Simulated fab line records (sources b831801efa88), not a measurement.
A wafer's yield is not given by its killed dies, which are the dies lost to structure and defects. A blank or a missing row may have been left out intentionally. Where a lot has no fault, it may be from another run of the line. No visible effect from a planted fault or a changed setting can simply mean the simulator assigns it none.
Which tool is to blame? || flow gf180mcu || 10 lots, 30 wafers sampled, at 4 steps of a route of 602

== WHAT EACH GAUGE READ, for each wafer ==
GF_PSD_TW_MEAS_11.
{"lot": "L687", "measured": "day 14 18:48", "on": "filmMetro-02", "PSD_TW": "3147 3162 3157"}
{"lot": "L688", "measured": "day 14 22:14", "on": "filmMetro-03", "PSD_TW": "3187 3188 3188"}
{"lot": "L690", "measured": "day 15 15:18", "on": "filmMetro-02", "PSD_TW": "3150 3148 3144"}
{"lot": "L692", "measured": "day 16 04:28", "on": "filmMetro-03", "PSD_TW": "3047 3028 3061"}
{"lot": "L693", "measured": "day 16 13:13", "on": "filmMetro-02", "PSD_TW": "3135 3132 3134"}
{"lot": "L695", "measured": "day 17 06:14", "on": "filmMetro-02", "PSD_TW": "3005 3013 3019"}
{"lot": "L703", "measured": "day 20 01:31", "on": "filmMetro-02", "PSD_TW": "3189 3174 3169"}
{"lot": "L707", "measured": "day 21 11:15", "on": "filmMetro-02", "PSD_TW": "3150 3160 3145"}
{"lot": "L708", "measured": "day 21 21:53", "on": "filmMetro-02", "PSD_TW": "3160 3153 3157"}
{"lot": "L709", "measured": "day 22 11:21", "on": "filmMetro-02", "PSD_TW": "3148 3152 3140"}

== EACH LOT AND THE TOOL THAT RAN IT (in order: tool; ch and the chambers of the sampled wafers; start) ==
{"lot": "L687", "GF_VT_IMPLANT_STRIP_42": "plasmaAsher-01 ch 0,1, day 7 20:18", "GF_PSD_IMPLANT_09": "implanter-03 ch 0, day 14 18:34", "GF_PSD_STRIP_10": "plasmaAsher-03 ch 0, day 14 18:41"}
{"lot": "L688", "GF_VT_IMPLANT_STRIP_42": "plasmaAsher-04 ch 0,1, day 8 03:23", "GF_PSD_IMPLANT_09": "implanter-02 ch 0, day 14 21:59", "GF_PSD_STRIP_10": "plasmaAsher-02 ch 0, day 14 22:07"}
{"lot": "L690", "GF_VT_IMPLANT_STRIP_42": "plasmaAsher-02 ch 0, day 8 15:09", "GF_PSD_IMPLANT_09": "implanter-02 ch 0, day 15 15:03", "GF_PSD_STRIP_10": "plasmaAsher-02 ch 0, day 15 15:12"}
{"lot": "L692", "GF_VT_IMPLANT_STRIP_42": "plasmaAsher-01 ch 0,1, day 9 01:41", "GF_PSD_IMPLANT_09": "implanter-02 ch 0, day 16 04:15", "GF_PSD_STRIP_10": "plasmaAsher-03 ch 0,1, day 16 04:23"}
{"lot": "L693", "GF_VT_IMPLANT_STRIP_42": "plasmaAsher-02 ch 0,1, day 9 10:47", "GF_PSD_IMPLANT_09": "implanter-03 ch 0, day 16 12:58", "GF_PSD_STRIP_10": "plasmaAsher-02 ch 0,1, day 16 13:06"}
{"lot": "L695", "GF_VT_IMPLANT_STRIP_42": "plasmaAsher-01 ch 0,1, day 10 00:00", "GF_PSD_IMPLANT_09": "implanter-02 ch 0, day 17 06:01", "GF_PSD_STRIP_10": "plasmaAsher-04 ch 0,1, day 17 06:08"}
{"lot": "L703", "GF_VT_IMPLANT_STRIP_42": "plasmaAsher-02 ch 0,1, day 12 03:40", "GF_PSD_IMPLANT_09": "implanter-04 ch 0, day 20 01:18", "GF_PSD_STRIP_10": "plasmaAsher-03 ch 0,1, day 20 01:26"}
{"lot": "L707", "GF_VT_IMPLANT_STRIP_42": "plasmaAsher-02 ch 0,1, day 13 08:35", "GF_PSD_IMPLANT_09": "implanter-02 ch 0, day 21 11:02", "GF_PSD_STRIP_10": "plasmaAsher-02 ch 0,1, day 21 11:10"}
{"lot": "L708", "GF_VT_IMPLANT_STRIP_42": "plasmaAsher-01 ch 0,1, day 13 16:44", "GF_PSD_IMPLANT_09": "implanter-03 ch 0, day 21 21:38", "GF_PSD_STRIP_10": "plasmaAsher-04 ch 0,1, day 21 21:46"}
{"lot": "L709", "GF_VT_IMPLANT_STRIP_42": "plasmaAsher-02 ch 0,1, day 14 03:47", "GF_PSD_IMPLANT_09": "implanter-02 ch 0, day 22 11:06", "GF_PSD_STRIP_10": "plasmaAsher-04 ch 0,1, day 22 11:15"}
- GF_VT_IMPLANT_STRIP_42: strips in O2/N2.
- GF_PSD_IMPLANT_09
- GF_PSD_STRIP_10: strips in O2/N2.

== THE ANSWER, worked out from the rows above alone ==
Rule: what is usual is taken from the lots themselves. The widest of any qualifying gaps counts: lots, ordered by their means at a reading, are off when they make up no more than a third of the lots, leave a main group of 4 or more, and stand apart from it by 3 or more times the standard deviation of that group's means. Not used: any main group whose means are identical at the precision the tables above print for the reading. Also off: a lot with no number at a reading for which 4 or more lots have one. Any other lot the step has rows for is counted as sound.
Off: at GF_PSD_TW_MEAS_11 (PSD_TW), L692, L695. The main group has a mean of 3157 with a standard deviation of 16.
If a tool, at a process step before that reading, ran all the lots that are off and no sound lot after the first of them, it fits. Gauges at GF_PSD_TW_MEAS_11: tried the same way as those tools. None of those tried fits.

== WHAT WAS PUT IN BY THE SIMULATOR ==
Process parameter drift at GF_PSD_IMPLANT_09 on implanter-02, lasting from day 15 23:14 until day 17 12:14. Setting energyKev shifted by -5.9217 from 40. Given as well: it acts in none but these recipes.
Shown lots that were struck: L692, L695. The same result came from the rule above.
